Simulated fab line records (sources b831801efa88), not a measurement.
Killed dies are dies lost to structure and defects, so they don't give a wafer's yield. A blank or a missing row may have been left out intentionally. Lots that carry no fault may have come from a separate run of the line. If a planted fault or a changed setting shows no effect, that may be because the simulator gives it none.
fab line records ; flow sky130
[record] lots = 13; wafers = 39; last_day = 50
route steps=708 shown VT_ADJUST_HVTP@93 VT_ADJUST_LVTN@104 VT_ADJUST_HVTR@139 LDD_HVN@275 PAD_OPEN@708
lots that met no fault: taken from a fault-free run of the same line
start_h: start of the lot's first displayed wafer, in hours after the record's first day ; wait_h: time in hours since the lot's previous step ; " as in the row above ; L1.1+2: one row covering several wafers at once ; - no value, or no start was given ; * or withheld: withheld ; < > ~ a bound
route shown NAME@n: a module of which the file shows steps, and the number in the route of the first ; usual: mean and standard deviation over wafers with no fault ; same: alike in all rows ; chamber/n: place in a boat ; sites: the reading at each site ; _std_site: the standard deviation of these ; _edge_site: outer sites' mean less inner sites' ; radius_mm: how far each site lies from the wafer's centre ; mask NAME#n: copy n ; behind: the tool/chamber that last shaped the wafer ; hold: cause of the lot's hold/its duration in hours/its outcome ; device: which transistor (n, p or np) failed to switch ; end of line: the tests these same wafers got at the end of their route ; step lacking rows: just its recipe ; killed: the dies lost at the first sort to structure and to defects; this is not the yield of the wafer ; map: dies across one wafer; x = killed, . = not, _ = none there
set.NAME: setting as actually run; set.NAME@STEP: the setting as run at that earlier step ; model.NAME: the simulator's own value behind a step, which no gauge read
route steps across a sampled set of lots; one table per step, one row per wafer
services: the hour from which a tool's chamber was out of use, counted from the record's first day as start_h (under 0 if before that day), plus the number of hours and why
[[steps]]
[step SKY_VT_ADJUST_HVTP_OVL_MEAS_08]
[usual] VT_ADJUST_HVTP_OVL = 0.4/1.2
lot.wafer;tool;chamber;start_h;wait_h;VT_ADJUST_HVTP_OVL[nm]
L177.1;overlay-01;-;128.13;0.1;0.7
L177.2;overlay-01;-;128.13;0.1;1.3
L177.3;overlay-01;-;128.13;0.1;1.5
L180.1;overlay-02;-;143.54;0.1;0.1
L180.4;overlay-02;-;143.54;0.1;0.8
L180.5;overlay-02;-;143.54;0.1;-1.0
L183.1;overlay-02;-;163.64;0.1;1.0
L183.2;overlay-02;-;163.64;0.1;1.6
L183.4;overlay-02;-;163.64;0.1;-1.0
L184.3;overlay-01;-;172.26;0.1;0.3
L184.5;overlay-01;-;172.26;0.1;1.5
L184.6;overlay-01;-;172.26;0.1;-0.8
L185.1;overlay-01;-;172.54;0.1;1.2
L185.3;overlay-01;-;172.54;0.1;1.0
L185.5;overlay-01;-;172.54;0.1;1.3
L186.1;overlay-01;-;176.93;0.1;-1.0
L186.2;overlay-01;-;176.93;0.1;0.0
L186.4;overlay-01;-;176.93;0.1;-0.8
L187.2;overlay-02;-;187.60;0.1;0.7
L187.3;overlay-02;-;187.60;0.1;1.3
L187.4;overlay-02;-;187.60;0.1;-0.9
L188.2;overlay-01;-;191.28;0.1;0.3
L188.3;overlay-01;-;191.28;0.1;0.7
L188.5;overlay-01;-;191.28;0.1;-1.7
L189.1;overlay-02;-;198.98;0.1;1.6
L189.3;overlay-02;-;198.98;0.1;0.3
L189.6;overlay-02;-;198.98;0.1;1.2
L197.2;overlay-01;-;248.05;0.1;0.9
L197.4;overlay-01;-;248.05;0.1;0.7
L197.5;overlay-01;-;248.05;0.1;0.9
L198.2;overlay-01;-;254.40;0.1;0.6
L198.3;overlay-01;-;254.40;0.1;0.8
L198.4;overlay-01;-;254.40;0.1;1.4
L199.2;overlay-01;-;259.88;0.1;0.8
L199.3;overlay-01;-;259.88;0.1;-0.1
L199.4;overlay-01;-;259.88;0.1;-1.0
L200.2;overlay-02;-;268.18;0.1;-0.8
L200.4;overlay-02;-;268.18;0.1;2.6
L200.6;overlay-02;-;268.18;0.1;1.2
[step SKY_VT_ADJUST_LVTN_OVL_MEAS_07]
[usual] VT_ADJUST_LVTN_OVL = -1.1/1.4
lot.wafer;tool;chamber;start_h;wait_h;VT_ADJUST_LVTN_OVL[nm]
L177.1;overlay-02;-;147.16;-;-3.2
L177.2;overlay-02;-;147.16;-;-0.8
L177.3;overlay-02;-;147.16;-;-1.7
L180.1;overlay-01;-;164.06;-;-0.5
L180.4;overlay-01;-;164.06;-;-2.3
L180.5;overlay-01;-;164.06;-;-3.5
L183.1;overlay-01;-;183.92;-;-2.0
L183.2;overlay-01;-;183.92;-;-3.6
L183.4;overlay-01;-;183.92;-;-1.8
L184.3;overlay-01;-;193.27;-;0.5
L184.5;overlay-01;-;193.27;-;-0.5
L184.6;overlay-01;-;193.27;-;-1.4
L185.1;overlay-02;-;193.77;-;0.3
L185.3;overlay-02;-;193.77;-;1.9
L185.5;overlay-02;-;193.77;-;1.7
L186.1;overlay-01;-;199.00;-;-0.6
L186.2;overlay-01;-;199.00;-;-2.9
L186.4;overlay-01;-;199.00;-;-0.6
L187.2;overlay-02;-;208.96;-;-0.5
L187.3;overlay-02;-;208.96;-;0.1
L187.4;overlay-02;-;208.96;-;-1.4
L188.2;overlay-02;-;211.65;-;-3.3
L188.3;overlay-02;-;211.65;-;-0.4
L188.5;overlay-02;-;211.65;-;-2.2
L189.1;overlay-01;-;221.12;-;-1.0
L189.3;overlay-01;-;221.12;-;-0.3
L189.6;overlay-01;-;221.12;-;1.1
L197.2;overlay-02;-;272.35;-;-3.4
L197.4;overlay-02;-;272.35;-;-2.3
L197.5;overlay-02;-;272.35;-;-1.8
L198.2;overlay-02;-;279.06;-;-1.4
L198.3;overlay-02;-;279.06;-;-0.7
L198.4;overlay-02;-;279.06;-;-0.8
L199.2;overlay-01;-;285.15;-;-1.5
L199.3;overlay-01;-;285.15;-;-0.6
L199.4;overlay-01;-;285.15;-;-1.0
L200.2;overlay-01;-;293.45;-;-0.8
L200.4;overlay-01;-;293.45;-;-0.6
L200.6;overlay-01;-;293.45;-;0.6
[step SKY_VT_ADJUST_HVTR_OVL_MEAS_08]
[usual] VT_ADJUST_HVTR_OVL = 0.2/1.3
lot.wafer;tool;chamber;start_h;wait_h;VT_ADJUST_HVTR_OVL[nm]
L177.1;overlay-02;-;210.77;0.1;0.2
L177.2;overlay-02;-;210.77;0.1;-2.6
L177.3;overlay-02;-;210.77;0.1;0.3
L180.1;overlay-01;-;229.37;0.1;2.3
L180.4;overlay-01;-;229.37;0.1;2.7
L180.5;overlay-01;-;229.37;0.1;2.8
L183.1;overlay-02;-;251.67;0.1;-1.6
L183.2;overlay-02;-;251.67;0.1;0.5
L183.4;overlay-02;-;251.67;0.1;0.3
L184.3;overlay-02;-;261.78;0.1;-1.8
L184.5;overlay-02;-;261.78;0.1;0.0
L184.6;overlay-02;-;261.78;0.1;-0.6
L185.1;overlay-02;-;262.73;0.1;-0.8
L185.3;overlay-02;-;262.73;0.1;-0.6
L185.5;overlay-02;-;262.73;0.1;0.7
L186.1;overlay-01;-;269.97;0.1;1.2
L186.2;overlay-01;-;269.97;0.1;-0.1
L186.4;overlay-01;-;269.97;0.1;1.0
L187.2;overlay-01;-;281.03;0.1;-0.6
L187.3;overlay-01;-;281.03;0.1;-0.1
L187.4;overlay-01;-;281.03;0.1;1.0
L188.2;overlay-01;-;284.32;0.1;0.2
L188.3;overlay-01;-;284.32;0.1;0.5
L188.5;overlay-01;-;284.32;0.1;4.1
L189.1;overlay-01;-;294.17;0.1;1.8
L189.3;overlay-01;-;294.17;0.1;2.2
L189.6;overlay-01;-;294.17;0.1;1.0
L197.2;overlay-02;-;351.02;0.1;0.2
L197.4;overlay-02;-;351.02;0.1;-0.5
L197.5;overlay-02;-;351.02;0.1;-0.7
L198.2;overlay-02;-;357.93;0.1;-0.6
L198.3;overlay-02;-;357.93;0.1;-0.4
L198.4;overlay-02;-;357.93;0.1;-0.8
L199.2;overlay-01;-;364.58;0.1;0.9
L199.3;overlay-01;-;364.58;0.1;1.4
L199.4;overlay-01;-;364.58;0.1;1.2
L200.2;overlay-01;-;375.28;0.1;-1.8
L200.4;overlay-01;-;375.28;0.1;1.2
L200.6;overlay-01;-;375.28;0.1;2.2
[step SKY_LDD_HVN_IMPLANT_08]
[recipe] species = P; energy_kev = 60; dose_cm2 = 3e+13; tilt_deg = 40
[usual] dose_ions_cm2 = 2.9994e+13/3e+10; faraday_current_uA = 169/3.2
lot.wafer;tool;chamber;start_h;wait_h;dose_ions_cm2;faraday_current_uA
L177.1;implanter-02;0;474.84;0.0;2.9977e+13;167
L177.2;implanter-02;0;474.84;0.0;3.0017e+13;163
L177.3;implanter-02;0;474.84;0.0;2.9957e+13;169
L180.1;implanter-01;0;502.13;0.0;2.9959e+13;170
L180.4;implanter-01;0;502.13;0.0;2.9994e+13;169
L180.5;implanter-01;0;502.13;0.0;3.001e+13;168
L183.1;implanter-03;0;527.18;0.0;3.0003e+13;166
L183.2;implanter-03;0;527.18;0.0;3.0009e+13;164
L183.4;implanter-03;0;527.18;0.0;3.0017e+13;169
L184.3;implanter-02;0;536.74;0.1;2.998e+13;172
L184.5;implanter-02;0;536.74;0.1;2.9997e+13;173
L184.6;implanter-02;0;536.74;0.1;2.9988e+13;168
L185.1;implanter-03;0;538.74;0.0;3.0025e+13;172
L185.3;implanter-03;0;538.74;0.0;3.0032e+13;170
L185.5;implanter-03;0;538.74;0.0;2.9972e+13;173
L186.1;implanter-01;0;545.88;0.0;3.0028e+13;164
L186.2;implanter-01;0;545.88;0.0;3.003e+13;169
L186.4;implanter-01;0;545.88;0.0;3.0005e+13;170
L187.2;implanter-02;0;563.77;0.0;2.9937e+13;166
L187.3;implanter-02;0;563.77;0.0;2.9978e+13;168
L187.4;implanter-02;0;563.77;0.0;2.9957e+13;162
L188.2;implanter-03;0;567.68;0.0;3.2071e+13;185
L188.3;implanter-03;0;567.68;0.0;3.2086e+13;176
L188.5;implanter-03;0;567.68;0.0;3.208e+13;187
L189.1;implanter-03;0;578.54;0.0;3.2085e+13;178
L189.3;implanter-03;0;578.54;0.0;3.2096e+13;185
L189.6;implanter-03;0;578.54;0.0;3.2117e+13;176
L197.2;implanter-02;0;636.62;0.0;3.0006e+13;168
L197.4;implanter-02;0;636.62;0.0;3.0008e+13;169
L197.5;implanter-02;0;636.62;0.0;2.9931e+13;164
L198.2;implanter-03;0;645.01;0.0;3.001e+13;175
L198.3;implanter-03;0;645.01;0.0;2.9978e+13;171
L198.4;implanter-03;0;645.01;0.0;2.9992e+13;168
L199.2;implanter-03;0;652.47;0.0;2.9965e+13;165
L199.3;implanter-03;0;652.47;0.0;2.9989e+13;169
L199.4;implanter-03;0;652.47;0.0;2.9939e+13;169
L200.2;implanter-03;0;660.51;0.0;2.9991e+13;171
L200.4;implanter-03;0;660.51;0.0;2.9978e+13;170
L200.6;implanter-03;0;660.51;0.0;2.9987e+13;171
[step SKY_LDD_HVN_TW_MEAS_10]
[usual] LDD_HVN_TW = 1442/7.5
lot.wafer;tool;chamber;start_h;wait_h;LDD_HVN_TW
L177.1;film_metro-03;-;475.09;0.1;1434
L177.2;film_metro-03;-;475.09;0.1;1444
L177.3;film_metro-03;-;475.09;0.1;1437
L180.1;film_metro-04;-;502.38;0.1;1435
L180.4;film_metro-04;-;502.38;0.1;1429
L180.5;film_metro-04;-;502.38;0.1;1434
L183.1;film_metro-01;-;527.43;0.1;1446
L183.2;film_metro-01;-;527.43;0.1;1446
L183.4;film_metro-01;-;527.43;0.1;1443
L184.3;film_metro-04;-;536.96;0.1;1446
L184.5;film_metro-04;-;536.96;0.1;1449
L184.6;film_metro-04;-;536.96;0.1;1451
L185.1;film_metro-03;-;538.99;0.1;1438
L185.3;film_metro-03;-;538.99;0.1;1435
L185.5;film_metro-03;-;538.99;0.1;1438
L186.1;film_metro-03;-;546.13;0.1;1439
L186.2;film_metro-03;-;546.13;0.1;1438
L186.4;film_metro-03;-;546.13;0.1;1440
L187.2;film_metro-03;-;564.00;0.1;1440
L187.3;film_metro-03;-;564.00;0.1;1440
L187.4;film_metro-03;-;564.00;0.1;1435
L188.2;film_metro-01;-;567.92;0.1;1465
L188.3;film_metro-01;-;567.92;0.1;1466
L188.5;film_metro-01;-;567.92;0.1;1467
L189.1;film_metro-04;-;578.79;0.1;1485
L189.3;film_metro-04;-;578.79;0.1;1489
L189.6;film_metro-04;-;578.79;0.1;1484
L197.2;film_metro-03;-;636.85;0.1;1446
L197.4;film_metro-03;-;636.85;0.1;1438
L197.5;film_metro-03;-;636.85;0.1;1433
L198.2;film_metro-01;-;645.24;0.1;1455
L198.3;film_metro-01;-;645.24;0.1;1442
L198.4;film_metro-01;-;645.24;0.1;1454
L199.2;film_metro-03;-;652.70;0.1;1452
L199.3;film_metro-03;-;652.70;0.1;1450
L199.4;film_metro-03;-;652.70;0.1;1449
L200.2;film_metro-03;-;660.74;0.1;1451
L200.4;film_metro-03;-;660.74;0.1;1445
L200.6;film_metro-03;-;660.74;0.1;1453
[step SKY_PAD_OPEN_PROBE_99]
[usual] killed_at_M0_to_M3 = 41/6.2; killed_at_M4_up = 3.0/1.7; killed_at_contacts = 25/5.8; killed_at_front_end = 16/4.5; killed_at_other = 0.2/0.42; killed_dies = 85/8.4; killed_open = 46/5.9; killed_short = 39/6.3
[same] gross_dies = 492; killed_at_back_side = 0
lot.wafer;tool;chamber;start_h;wait_h;killed_at_M0_to_M3;killed_at_M4_up;killed_at_contacts;killed_at_front_end;killed_at_other;killed_dies;killed_open;killed_short
L185.1;prober-02;-;1127.87;0.1;34;2;19;13;1;69;39;30
L185.5;prober-02;-;1128.07;0.2;43;2;20;7;0;72;41;31
L189.1;prober-02;-;1152.11;0.1;43;3;26;13;0;85;51;34
L189.3;prober-02;-;1152.21;0.2;45;4;19;16;0;84;50;34
L189.6;prober-02;-;1152.36;0.2;47;7;24;16;1;95;55;40
// killed by level:class
L185.1 CONTACT:geometric_particle:open=7 VIA2:geometric_particle:open=6 LI_CONTACT:geometric_particle:open=5 VIA3:geometric_particle:open=5 METAL1:geometric_particle:short=4 POLY_GATE:geometric_particle:open=4 POLY_GATE:geometric_particle:short=4 VIA1:geometric_particle:open=4
L185.5 VIA1:geometric_particle:open=13 CONTACT:geometric_particle:open=8 VIA1:geometric_particle:short=7 METAL1:geometric_particle:short=5 VIA3:geometric_particle:open=5 LI_CONTACT:geometric_particle:open=4 LOCAL_INTERCONNECT:geometric_particle:short=4 FIELD_ISO:geometric_particle:open=3
L189.1 CONTACT:geometric_particle:open=14 VIA1:geometric_particle:open=10 LI_CONTACT:geometric_particle:open=7 VIA1:geometric_particle:short=7 VIA3:geometric_particle:open=5 FIELD_ISO:geometric_particle:short=4 METAL2:geometric_particle:short=4 VIA2:geometric_particle:open=4
L189.3 VIA1:geometric_particle:open=10 CONTACT:geometric_particle:open=8 FIELD_ISO:geometric_particle:short=5 METAL1:geometric_particle:short=5 METAL1:geometric_particle:open=5 METAL2:geometric_particle:short=5 VIA2:geometric_particle:open=5 FIELD_ISO:geometric_particle:open=4
L189.6 VIA1:geometric_particle:open=12 CONTACT:geometric_particle:open=7 METAL2:geometric_particle:short=7 FIELD_ISO:geometric_particle:short=6 LI_CONTACT:geometric_particle:open=6 VIA2:geometric_particle:open=6 VIA3:geometric_particle:open=6 VIA1:geometric_particle:short=5
[[services]]
tool;chamber;start_h;hours;kind
implanter-02;-;459.08;4.2;pm
implanter-03;-;469.11;3.1;repair
implanter-02;-;470.16;1.2;repair
implanter-01;-;493.97;1.6;repair
implanter-03;-;494.73;2.3;pm
implanter-03;-;521.57;4.2;repair
implanter-02;-;552.35;4.2;repair
implanter-03;-;559.19;1.7;repair
implanter-01;-;586.31;3.4;pm
implanter-02;-;586.41;3.4;repair
[[key]]
[first_sign] step = SKY_LDD_HVN_IMPLANT_08; reading = dose_ions_cm2; direction = up; sigmas = 70; usual = *; struck = *
[effect] step = SKY_LDD_HVN_IMPLANT_08; reading = faraday_current_uA; direction = up; sigmas = 3.7; usual = 169; struck = 181
[effect] step = SKY_LDD_HVN_TW_MEAS_10; reading = LDD_HVN_TW; direction = up; sigmas = 4.5; usual = 1442; struck = 1476
met_at SKY_LDD_HVN_IMPLANT_08
struck_lots L188,L189
tester_left_out L188,L189
not_acting_at SKY_VT_ADJUST_HVTP_OVL_MEAS_08,SKY_VT_ADJUST_LVTN_OVL_MEAS_07,SKY_VT_ADJUST_HVTR_OVL_MEAS_08
onset_between 538.74 567.68
[fault] kind = process_parameter_drift; tool = implanter-03; chamber = -; onset_h = 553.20; steps = SKY_LDD_HVN_IMPLANT_08; channel = dose_cm2; offset = *; shape = step; end_h = 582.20; acts_in = *; stated = *
// tester_left_out: of these lots the tester's yield and bins aren't shown, on N5 and GAA mostly nor the transistor test; their killed dies are dies lost to structure and defects alone, not to doping, threshold or leakage, so they don't give the yield
